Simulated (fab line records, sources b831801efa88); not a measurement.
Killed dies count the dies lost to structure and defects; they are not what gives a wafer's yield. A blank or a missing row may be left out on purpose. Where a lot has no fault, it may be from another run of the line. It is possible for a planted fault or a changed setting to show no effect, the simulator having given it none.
fab line records	flow sky130
[record] lots = 6	wafers = 18	last-day = 50
route steps=708 shown METAL5@664 PAD_OPEN@708
lots with no fault: from the same line, run without faults
start-h: hours from the record's opening day to when the first of the lot's shown wafers began	wait-h: how many hours have passed since the lot's step before this one	" identical to the entry in the row above	L1.1+2: a row that stands for several wafers	- no value present, or no start provided	* or withheld: withheld	< > ~ a bound
route shown NAME@n: names a module that has steps shown in the file, with the first one's number in the route	usual: the fault-free wafers' mean and standard deviation	same: alike in all rows	chamber/n: place in a boat	sites: readings site by site	_std_site: how widely they spread, as a standard deviation	_edge_site: outer sites' mean less inner sites'	radius-mm: for every site, how far away it sits from the centre of the wafer	mask NAME#n: copy n	behind: the tool/chamber that last shaped the wafer	hold: the reason the lot was held/the length of the hold in hours/how it ended	device: which transistor (n, p or np) failed to switch	end of line: tests of these same wafers at the route's end	where a step has no rows: the recipe by itself	killed: the dies lost at the first sort to structure and to defects; this is not the yield of the wafer	map: per-die view of a wafer (x killed, . not killed, _ where there is no die)
set.NAME: the setting that was run; set.NAME@STEP: the one run at that earlier step	model.NAME: the simulator's own value behind a step, which no gauge read
lots at selected steps of the route; one table per step, one row per wafer
services: the hour from which a tool's chamber was out of use, counted from the record's first day as start-h (under 0 if before that day), plus the number of hours and why
[[steps]]
[step SKY_METAL5_SPUTTER_03]
[recipe] material = Ti	target-thk-nm = 5	power-w = 3000	time-s = 3.3	chamber-pressure-pa = 0.4
[usual] chamber-pressure-pa = 0.3999/0.00079	throttle-valve-pct = 30.1/1.2
lot.wafer	tool	chamber	start-h	wait-h	chamber-pressure-pa	throttle-valve-pct
L381.4	pvd-sputter-02	-	1028.41	0.0	0.3995	29.2
L381.5	"	-	"	"	0.3995	28.3
L381.6	"	-	"	"	0.4012	30.0
L393.1	pvd-sputter-04	-	1114.06	0.0	0.3998	32.0
L393.2	"	-	"	"	0.3989	28.6
L393.4	"	-	"	"	0.4025	32.3
L392.1	pvd-sputter-04	-	1114.59	0.0	0.4016	32.2
L392.3	"	-	"	"	0.3984	29.4
L392.6	"	-	"	"	0.3983	29.3
L395.1	pvd-sputter-02	-	1114.71	0.0	0.3999	29.4
L395.2	"	-	"	"	0.4003	28.2
L395.3	"	-	"	"	0.3997	30.2
L398.2	pvd-sputter-01	-	1148.31	0.0	0.3990	30.9
L398.4	"	-	"	"	0.4001	30.5
L398.5	"	-	"	"	0.4011	30.1
L400.4	pvd-sputter-02	-	1152.22	0.0	0.3994	29.2
L400.5	"	-	"	"	0.4004	30.1
L400.6	"	-	"	"	0.4000	29.4
[step SKY_METAL5_SPUTTER_04]
[recipe] material = TiN	target-thk-nm = 70	power-w = 6500	time-s = 58.3	chamber-pressure-pa = 0.4
[usual] chamber-pressure-pa = 0.4000/0.00079	throttle-valve-pct = 30.1/1.2
lot.wafer	tool	chamber	start-h	wait-h	chamber-pressure-pa	throttle-valve-pct
L381.4	pvd-sputter-02	-	1028.43	0.0	0.4004	29.2
L381.5	"	-	"	"	0.3993	28.3
L381.6	"	-	"	"	0.4007	29.9
L393.1	pvd-sputter-04	-	1114.08	0.0	0.3998	32.0
L393.2	"	-	"	"	0.3990	28.4
L393.4	"	-	"	"	0.4011	32.2
L392.1	pvd-sputter-04	-	1114.61	0.0	0.3995	32.2
L392.3	"	-	"	"	0.4004	29.1
L392.6	"	-	"	"	0.4009	29.4
L395.1	pvd-sputter-02	-	1114.73	0.0	0.4002	29.5
L395.2	"	-	"	"	0.4006	28.3
L395.3	"	-	"	"	0.4001	30.3
L398.2	pvd-sputter-01	-	1148.33	0.0	0.3983	30.7
L398.4	"	-	"	"	0.3988	30.4
L398.5	"	-	"	"	0.4004	30.3
L400.4	pvd-sputter-02	-	1152.24	0.0	0.4012	29.4
L400.5	"	-	"	"	0.4015	29.9
L400.6	"	-	"	"	0.3999	29.3
[step SKY_METAL5_RS_MEAS_05]
[recipe] thk-meas-gauge = four-point-probe	reads = TiN_of_METAL5_SPUTTER_04+Ti_of_METAL5_SPUTTER_03+AlCu_of_METAL5_SPUTTER_02+TiN_of_METAL5_SPUTTER_01+Ti_of_METAL5_SPUTTER_00
[usual] METAL5_ALCU_RS = 0.02698/0.0003
lot.wafer	tool	chamber	start-h	wait-h	METAL5_ALCU_RS[ohm/sq]
L381.4	film-metro-03	-	1028.54	0.1	0.02653
L381.5	"	-	"	"	0.02685
L381.6	"	-	"	"	0.02696
L393.1	film-metro-02	-	1114.12	0.0	0.02698
L393.2	"	-	"	"	0.02717
L393.4	"	-	"	"	0.02728
L392.1	film-metro-01	-	1114.66	0.0	0.02679
L392.3	"	-	"	"	0.02668
L392.6	"	-	"	"	0.02634
L395.1	film-metro-03	-	1114.77	0.0	0.02666
L395.2	"	-	"	"	0.02685
L395.3	"	-	"	"	0.02666
L398.2	film-metro-02	-	1148.40	0.0	0.02732
L398.4	"	-	"	"	0.02712
L398.5	"	-	"	"	0.02744
L400.4	film-metro-01	-	1152.35	0.1	0.0266
L400.5	"	-	"	"	0.02667
L400.6	"	-	"	"	0.02647
[step SKY_METAL5_THK_MEAS_06]
[recipe] thk-meas-gauge = xrf	reads = AlCu_of_METAL5_SPUTTER_02
[usual] METAL5_ALCU_THK = 1176/15
lot.wafer	tool	chamber	start-h	wait-h	METAL5_ALCU_THK[nm]
L381.4	film-metro-03	-	1028.63	0.1	1187
L381.5	"	-	"	"	1172
L381.6	"	-	"	"	1169
L393.1	film-metro-02	-	1114.24	0.1	1168
L393.2	"	-	"	"	1163
L393.4	"	-	"	"	1158
L392.1	film-metro-01	-	1114.78	0.1	1178
L392.3	"	-	"	"	1176
L392.6	"	-	"	"	1194
L395.1	film-metro-03	-	1114.89	0.1	1196
L395.2	"	-	"	"	1185
L395.3	"	-	"	"	1190
L398.2	film-metro-02	-	1148.51	0.1	1163
L398.4	"	-	"	"	1178
L398.5	"	-	"	"	1159
L400.4	film-metro-01	-	1152.44	0.1	1185
L400.5	"	-	"	"	1185
L400.6	"	-	"	"	1195
[step SKY_METAL5_DEHYDRATE_07]
[recipe] temp-c = 200	time-s = 60
[step SKY_METAL5_HMDS_08]
[recipe] prime-time-s = 60	prime-temp-c = 120
[step SKY_METAL5_COAT_09]
[recipe] resist = NOVOLAK	spin-rpm = 3000	resist-thk-nm = 1800
[step SKY_METAL5_SOFTBAKE_10]
[recipe] temp-c = 90	time-s = 60	resist = NOVOLAK
[step SKY_METAL5_EXPOSE_11]
[recipe] mask-id = MM5	na = 0.6	source-shape = conventional	sigma-outer = 0.6	polarization = unpolarized	target-cd-nm = 1600	dose-mj = 190
[step SKY_METAL5_PEB_12]
[recipe] temp-c = withheld	time-s = *	resist = NOVOLAK
[step SKY_METAL5_DEVELOP_13]
[recipe] resist = NOVOLAK	developer = TMAH	develop-time-s = 60	dev-temp-c = 23
[step SKY_METAL5_DESCUM_14]
[recipe] chemistry = O2	source-power-w = 150	bias-power-w = 0	pressure-mtorr = 10	temp-c = 40	time-s = 11
[usual] drypump-motor-current-A = 5.7/0.34	oes-product-au = 0.995/0.0082
lot.wafer	tool	chamber	start-h	wait-h	drypump-motor-current-A	oes-product-au	rf-hours-counter-h
L381.4	rie-metal-02	1	1050.15	0.1	5.7	1.005	-
L381.5	"	1	"	"	5.8	1.003	-
L381.6	"	0	"	"	4.9	0.999	-
L393.1	rie-metal-01	1	1133.17	0.1	5.8	0.984	19
L393.2	"	0	"	"	5.9	0.983	21
L393.4	"	0	"	"	5.9	0.993	-
L392.1	rie-metal-01	0	1133.82	0.1	5.9	0.986	21
L392.3	"	0	"	"	5.8	0.994	-
L392.6	"	0	"	"	5.9	0.987	-
L395.1	rie-metal-04	0	1134.12	0.1	5.5	1.001	18
L395.2	"	1	"	"	6.2	1.018	23
L395.3	"	0	"	"	5.5	0.997	-
L398.2	rie-metal-01	1	1165.56	0.1	5.8	0.990	23
L398.4	"	0	"	"	5.8	0.980	-
L398.5	"	0	"	"	5.8	0.981	-
L400.4	rie-metal-01	0	1169.48	0.1	5.9	1.002	-
L400.5	"	0	"	"	5.8	0.992	-
L400.6	"	1	"	"	5.8	0.991	-
[step SKY_METAL5_METAL_ETCH_15]
[recipe] target-depth-a = 12600	stop-on = SiO2	over-etch-frac = 0.2	time-s = 252	chemistry = Cl2/BCl3	resist-sidewall-deg = 86	pressure-mtorr = 10	icp-w = 900	bias-w = 48.5	Cl2_flow_sccm = 60	bcl3-flow-sccm = 30
[usual] bcl3-flow-sccm = 30.00/0.1	bias-w = 48.49/0.13	drypump-motor-current-A = 5.7/0.34	oes-product-au = 0.894/0.0045	throttle-valve-pct = 22.265/0.01
lot.wafer	tool	chamber	start-h	wait-h	bcl3-flow-sccm	bias-w	drypump-motor-current-A	oes-product-au	rf-hours-counter-h	throttle-valve-pct	model.NOVOLAK_of_METAL5_COAT_09.thk-nm	model.SiO2_of_VIA4_HDPCVD_00.thk-nm
L381.4	rie-metal-02	1	1050.25	0.1	30.18	48.39	5.8	0.904	-	22.251	1023	548.5
L381.5	"	1	"	"	30.03	48.41	5.8	0.890	-	22.281	1031	549.5
L381.6	"	0	"	"	30.12	48.49	4.9	0.899	-	22.259	1050	548.9
L393.1	rie-metal-01	1	1133.20	0.0	29.87	48.74	5.8	0.896	19	22.278	1050	549.3
L393.2	"	0	"	"	29.99	48.29	5.9	0.887	21	22.253	1053	550.9
L393.4	"	0	"	"	30.11	48.48	5.9	0.887	-	22.272	1052	548.5
L392.1	rie-metal-01	0	1133.85	0.0	-	-	-	-	-	-	1793	574.3
L392.3	"	0	"	"	-	-	-	-	-	-	1797	576.2
L392.6	"	0	"	"	-	-	-	-	-	-	1799	574.2
L395.1	rie-metal-04	0	1134.15	0.0	-	-	-	-	-	-	1795	575
L395.2	"	1	"	"	-	-	-	-	-	-	1795	574.1
L395.3	"	0	"	"	-	-	-	-	-	-	1794	574.5
L398.2	rie-metal-01	1	1165.60	0.0	29.98	48.48	5.8	0.894	23	22.258	1046	549.2
L398.4	"	0	"	"	29.85	48.60	5.9	0.892	-	22.253	1051	551.7
L398.5	"	0	"	"	30.05	48.43	5.9	0.893	-	22.281	1054	552.9
L400.4	rie-metal-01	0	1169.58	0.1	30.13	48.45	5.8	0.895	-	22.289	1054	551.2
L400.5	"	0	"	"	30.11	48.55	5.8	0.895	-	22.271	1056	549.5
L400.6	"	1	"	"	30.01	48.72	5.8	0.900	-	22.252	1073	549.8
[step SKY_METAL5_STRIP_16]
[recipe] chemistry = O2/N2	power-w = 1400	pressure-mtorr = 1500	platen-temp-c = withheld	o2-flow-sccm = 3000	n2-flow-sccm = 300	overash-fraction = 0.5
[usual] drypump-motor-current-A = 5.6/0.37	oes-product-au = 0.710/0.004	strip-time-to-endpoint-s = 13.14/0.11
lot.wafer	tool	chamber	start-h	wait-h	drypump-motor-current-A	oes-product-au	rf-hours-counter-h	strip-time-to-endpoint-s
L381.4	plasma-asher-04	1	1050.44	0.1	6.0	0.712	-	12.95
L381.5	"	0	"	"	5.6	0.705	-	13.03
L381.6	"	1	"	"	6.0	0.712	-	13.23
L393.1	plasma-asher-01	0	1133.43	0.2	5.1	0.713	6	13.25
L393.2	"	1	"	"	5.2	0.716	6	13.24
L393.4	"	1	"	"	5.1	0.708	-	13.27
L392.1	plasma-asher-01	0	1134.08	0.2	5.1	0.707	7	21.56
L392.3	"	0	"	"	5.1	0.715	-	21.60
L392.6	"	1	"	"	5.2	0.718	-	21.63
L395.1	plasma-asher-02	1	1134.38	0.2	6.1	0.711	71	21.59
L395.2	"	0	"	"	5.9	0.715	71	21.59
L395.3	"	0	"	"	5.9	0.722	-	21.58
L398.2	plasma-asher-02	1	1165.83	0.2	6.1	0.711	74	13.21
L398.4	"	0	"	"	5.8	0.712	-	13.23
L398.5	"	0	"	"	5.8	0.713	-	13.27
L400.4	plasma-asher-04	1	1169.77	0.1	5.9	0.709	-	13.28
L400.5	"	0	"	"	5.6	0.707	-	13.29
L400.6	"	1	"	"	5.9	0.712	-	13.49
[step SKY_METAL5_STRIP_17]
[recipe] chemistry = post-etch-residue-remover	time-s = 1200	temp-c = 72.5
[step SKY_PAD_OPEN_PROBE_99]
[usual] defect-limited-yield = 82.7/1.9	killed_at_M0_to_M3 = 43/6.6	killed_at_M4_up = 3.1/1.6	killed-at-contacts = 23/5.6	killed-at-front-end = 15/4.2	killed-at-other = 0.2/0.43	killed-dies = 85/9.3	killed-on-rim = 17/3.6	killed-open = 46/6.6	killed-short = 39/6.2	sort_bin_3_pad_short = 0.8/0.37	sort_bin_5_function = 10.2/1.5	sort_bin_6_memory = 6.2/1.1	sort-n-pass = 407/9.3	sort-yield-pct = 82.7/1.9
[same] gross-dies = 492	killed-at-back-side = 0	sort_bin_4_leakage[%] = 0	sort_bin_8_speed[%] = 0
lot.wafer	tool	chamber	start-h	wait-h	defect-limited-yield[%]	killed_at_M0_to_M3	killed_at_M4_up	killed-at-contacts	killed-at-front-end	killed-at-other	killed-dies	killed-on-rim	killed-open	killed-short	sort_bin_3_pad_short[%]	sort_bin_5_function[%]	sort_bin_6_memory[%]	sort-n-pass	sort-yield-pct[%]
L381.4	prober-01	-	1095.62	0.2	82.5	47	4	25	10	0	86	17	48	38	0.4	10.8	6.3	406	82.5
L381.5	prober-01	-	1095.67	0.2	85.0	31	2	25	16	0	74	12	39	35	0.6	7.5	6.9	418	85.0
L381.6	prober-01	-	1095.72	0.2	86.8	37	3	16	9	0	65	12	43	22	0.2	8.3	4.7	427	86.8
L392.1	prober-01	-	1172.93	0.1	0	48	407	19	18	0	492	96	49	37	0.4	91.5	8.1	0	0
L392.3	prober-01	-	1173.03	0.2	0	39	414	28	10	1	492	96	43	40	0.4	92.9	6.7	0	0
L392.6	prober-01	-	1173.18	0.2	0	39	424	15	14	0	492	96	36	36	1.0	94.3	4.7	0	0
L395.1	prober-01	-	1174.43	0.1	0	38	422	13	18	1	492	96	35	40	1.0	92.9	6.1	0	0
L395.2	prober-01	-	1174.48	0.1	0	53	394	26	19	0	492	96	53	50	1.4	89.2	9.3	0	0
L395.3	prober-01	-	1174.53	0.2	0	44	406	27	15	0	492	96	53	39	1.2	92.7	6.1	0	0
L398.2	prober-01	-	1201.40	0.1	82.1	50	4	20	14	0	88	21	46	42	1.2	9.8	6.9	404	82.1
L398.4	prober-01	-	1201.50	0.2	84.6	43	5	15	13	0	76	10	39	37	1.2	8.7	5.5	416	84.6
L398.5	prober-01	-	1201.55	0.2	84.3	45	3	18	11	0	77	14	40	37	1.4	9.3	4.9	415	84.3
L400.4	prober-02	-	1204.54	0.2	84.6	30	1	26	19	0	76	18	46	30	0.6	8.1	6.7	416	84.6
L400.5	prober-02	-	1204.59	0.2	84.8	38	5	16	16	0	75	20	40	35	1.0	8.7	5.5	417	84.8
L400.6	prober-02	-	1204.64	0.2	86.0	40	2	13	13	1	69	19	40	29	0.6	8.3	5.1	423	86.0
// killed by level:class
L381.4 CONTACT:geometric-particle:open=11 VIA1:geometric-particle:open=8 LI_CONTACT:geometric-particle:open=7 METAL2:geometric-particle:short=7 VIA2:geometric-particle:open=6 VIA3:geometric-particle:short=5 METAL1:geometric-particle:short=5 FIELD_ISO:geometric-particle:open=4
L381.5 CONTACT:geometric-particle:open=10 FIELD_ISO:geometric-particle:open=8 VIA1:geometric-particle:open=6 LOCAL_INTERCONNECT:geometric-particle:short=5 VIA3:geometric-particle:open=5 VIA1:geometric-particle:short=4 LI_CONTACT:geometric-particle:short=4 METAL1:geometric-particle:short=4
L381.6 VIA1:geometric-particle:open=11 METAL1:geometric-particle:short=8 VIA3:geometric-particle:open=8 LI_CONTACT:geometric-particle:open=5 CONTACT:geometric-particle:open=5 POLY_GATE:geometric-particle:open=4 VIA1:geometric-particle:short=4 VIA2:geometric-particle:open=4
L392.1 METAL5:area-etch=406 VIA1:geometric-particle:open=11 VIA3:geometric-particle:open=8 METAL1:geometric-particle:short=7 LI_CONTACT:geometric-particle:open=6 CONTACT:geometric-particle:open=6 FIELD_ISO:geometric-particle:short=4 POLY_GATE:geometric-particle:open=4
L392.3 METAL5:area-etch=409 CONTACT:geometric-particle:open=10 VIA1:geometric-particle:open=9 LI_CONTACT:geometric-particle:open=6 LOCAL_INTERCONNECT:geometric-particle:short=6 VIA2:geometric-particle:open=6 POLY_GATE:geometric-particle:short=4 VIA3:geometric-particle:open=4
L392.6 METAL5:area-etch=420 VIA1:geometric-particle:open=8 METAL2:geometric-particle:short=7 VIA1:geometric-particle:short=6 FIELD_ISO:geometric-particle:open=5 SPACER:geometric-particle:short=4 LI_CONTACT:geometric-particle:open=4 LOCAL_INTERCONNECT:geometric-particle:short=4
L395.1 METAL5:area-etch=417 FIELD_ISO:geometric-particle:short=7 VIA1:geometric-particle:open=7 METAL1:geometric-particle:short=6 METAL2:geometric-particle:short=5 VIA1:geometric-particle:short=5 VIA2:geometric-particle:open=5 LI_CONTACT:geometric-particle:open=4
L395.2 METAL5:area-etch=389 VIA1:geometric-particle:open=14 CONTACT:geometric-particle:open=10 METAL2:geometric-particle:short=8 FIELD_ISO:geometric-particle:short=7 VIA3:geometric-particle:open=7 VIA2:geometric-particle:open=6 LI_CONTACT:geometric-particle:open=5
L395.3 METAL5:area-etch=400 CONTACT:geometric-particle:open=12 VIA1:geometric-particle:open=12 METAL2:geometric-particle:short=9 VIA3:geometric-particle:open=8 LI_CONTACT:geometric-particle:open=7 LI_CONTACT:geometric-particle:short=5 METAL4:geometric-particle:short=5
L398.2 CONTACT:geometric-particle:open=10 VIA2:geometric-particle:open=9 VIA3:geometric-particle:open=8 VIA1:geometric-particle:open=7 VIA1:geometric-particle:short=6 FIELD_ISO:geometric-particle:short=5 VIA2:geometric-particle:short=5 METAL3:geometric-particle:short=5
L398.4 VIA1:geometric-particle:open=10 VIA3:geometric-particle:open=8 CONTACT:geometric-particle:open=7 VIA3:geometric-particle:short=7 POLY_GATE:geometric-particle:short=5 VIA2:geometric-particle:open=5 METAL1:geometric-particle:short=5 LI_CONTACT:geometric-particle:open=4
L398.5 VIA3:geometric-particle:open=8 VIA2:geometric-particle:open=7 CONTACT:geometric-particle:open=7 LOCAL_INTERCONNECT:geometric-particle:short=6 VIA1:geometric-particle:open=6 VIA1:geometric-particle:short=5 VIA2:geometric-particle:short=5 LI_CONTACT:geometric-particle:open=4
L400.4 VIA1:geometric-particle:open=9 CONTACT:geometric-particle:open=7 CONTACT:geometric-particle:short=6 VIA2:geometric-particle:open=6 POLY_GATE:geometric-particle:short=5 FIELD_ISO:geometric-particle:open=4 FIELD_ISO:geometric-particle:short=4 LI_CONTACT:geometric-particle:open=4
L400.5 METAL2:geometric-particle:short=10 VIA1:geometric-particle:open=9 VIA3:geometric-particle:open=8 POLY_GATE:geometric-particle:short=6 METAL1:geometric-particle:short=5 CONTACT:geometric-particle:open=5 FIELD_ISO:geometric-particle:open=4 LI_CONTACT:geometric-particle:open=4
L400.6 VIA1:geometric-particle:open=16 VIA1:geometric-particle:short=6 POLY_GATE:geometric-particle:short=5 VIA2:geometric-particle:open=5 METAL1:geometric-particle:short=4 LI_CONTACT:geometric-particle:open=3 CONTACT:geometric-particle:open=3 METAL2:geometric-particle:short=3
// map L392.1 (x killed, . not)
__________xxxxxxxxxx_________
________xxxxxxxxxxxxxx_______
______xxxxxxxxxxxxxxxxxx_____
_____xxxxxxxxxxxxxxxxxxxx____
____xxxxxxxxxxxxxxxxxxxxxx___
___xxxxxxxxxxxxxxxxxxxxxxxx__
__xxxxxxxxxxxxxxxxxxxxxxxxxx_
_xxxxxxxxxxxxxxxxxxxxxxxxxxxx
_xxxxxxxxxxxxxxxxxxxxxxxxxxxx
_xxxxxxxxxxxxxxxxxxxxxxxxxxxx
_xxxxxxxxxxxxxxxxxxxxxxxxxxxx
_xxxxxxxxxxxxxxxxxxxxxxxxxxxx
_xxxxxxxxxxxxxxxxxxxxxxxxxxxx
_xxxxxxxxxxxxxxxxxxxxxxxxxxxx
_xxxxxxxxxxxxxxxxxxxxxxxxxxxx
__xxxxxxxxxxxxxxxxxxxxxxxxxx_
___xxxxxxxxxxxxxxxxxxxxxxxx__
____xxxxxxxxxxxxxxxxxxxxxx___
_____xxxxxxxxxxxxxxxxxxxx____
______xxxxxxxxxxxxxxxxxx_____
________xxxxxxxxxxxxxx_______
__________xxxxxxxxxx_________
// map L395.1 (x killed, . not)
__________xxxxxxxxxx_________
________xxxxxxxxxxxxxx_______
______xxxxxxxxxxxxxxxxxx_____
_____xxxxxxxxxxxxxxxxxxxx____
____xxxxxxxxxxxxxxxxxxxxxx___
___xxxxxxxxxxxxxxxxxxxxxxxx__
__xxxxxxxxxxxxxxxxxxxxxxxxxx_
_xxxxxxxxxxxxxxxxxxxxxxxxxxxx
_xxxxxxxxxxxxxxxxxxxxxxxxxxxx
_xxxxxxxxxxxxxxxxxxxxxxxxxxxx
_xxxxxxxxxxxxxxxxxxxxxxxxxxxx
_xxxxxxxxxxxxxxxxxxxxxxxxxxxx
_xxxxxxxxxxxxxxxxxxxxxxxxxxxx
_xxxxxxxxxxxxxxxxxxxxxxxxxxxx
_xxxxxxxxxxxxxxxxxxxxxxxxxxxx
__xxxxxxxxxxxxxxxxxxxxxxxxxx_
___xxxxxxxxxxxxxxxxxxxxxxxx__
____xxxxxxxxxxxxxxxxxxxxxx___
_____xxxxxxxxxxxxxxxxxxxx____
______xxxxxxxxxxxxxxxxxx_____
________xxxxxxxxxxxxxx_______
__________xxxxxxxxxx_________
[[services]]
tool	chamber	start-h	hours	kind
pvd-sputter-01	-	1015.28	2.1	repair
pvd-sputter-04	2	1017.68	-	consumable-replace:kit
pvd-sputter-04	2	1017.68	18.0	scheduled-down
pvd-sputter-04	2	1017.68	18.0	vent-cycle
rie-metal-01	-	1036.10	0.6	repair
plasma-asher-04	-	1036.26	1.8	repair
pvd-sputter-04	-	1036.32	7.4	repair
pvd-sputter-02	-	1041.83	2.8	repair
rie-metal-02	-	1043.40	0.2	repair
plasma-asher-01	-	1055.30	9.0	pm
pvd-sputter-01	-	1058.95	10.0	repair
pvd-sputter-02	2	1070.25	-	consumable-replace:kit
pvd-sputter-02	2	1070.25	18.0	scheduled-down
pvd-sputter-02	2	1070.25	18.0	vent-cycle
plasma-asher-04	-	1098.19	3.9	repair
plasma-asher-02	-	1105.56	1.1	repair
rie-metal-02	0	1118.53	26.2	repair
rie-metal-02	-	1129.18	14.6	pm
plasma-asher-02	-	1135.13	0.7	repair
pvd-sputter-04	1	1140.53	-	consumable-replace:kit
pvd-sputter-04	1	1140.53	18.0	scheduled-down
pvd-sputter-04	1	1140.53	18.0	vent-cycle
rie-metal-01	-	1146.86	0.3	repair
plasma-asher-01	-	1165.38	0.8	repair
[[key]]
[first-sign] step = SKY_METAL5_METAL_ETCH_15	reading = tool-record	direction = missing
[effect] step = SKY_METAL5_STRIP_16	reading = strip-time-to-endpoint-s	direction = up	sigmas = 77	usual = *	struck = *
[effect] step = SKY_PAD_OPEN_PROBE_99	reading = killed_at_M4_up	direction = up	sigmas = 99+	usual = 3.1	struck = 411.2
[model-effect] step = SKY_METAL5_METAL_ETCH_15	value = NOVOLAK_of_METAL5_COAT_09.thk-nm	without = 1048	struck = 1795
[more-kills-born-at] SKY_METAL5_METAL_ETCH_15@rie-metal-01 = 1235	SKY_METAL5_METAL_ETCH_15@rie-metal-04 = 1206
met-at SKY_METAL5_METAL_ETCH_15
struck-wafers L392.1,L392.3,L392.6,L395.1,L395.2,L395.3
later-rows-left-out L392.1,L392.3,L392.6,L395.1,L395.2,L395.3
onset-between 1133.20 1133.85
[fault] kind = skipped-step-whole	tool = rie-metal-01,rie-metal-04	chamber = -	onset-h = 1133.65	steps = SKY_METAL5_METAL_ETCH_15	scope = struck-lots-only
// later-rows-left-out: the simulator's readings of these wafers behind a module that went badly wrong aren't trusted and aren't shown, but for the sort
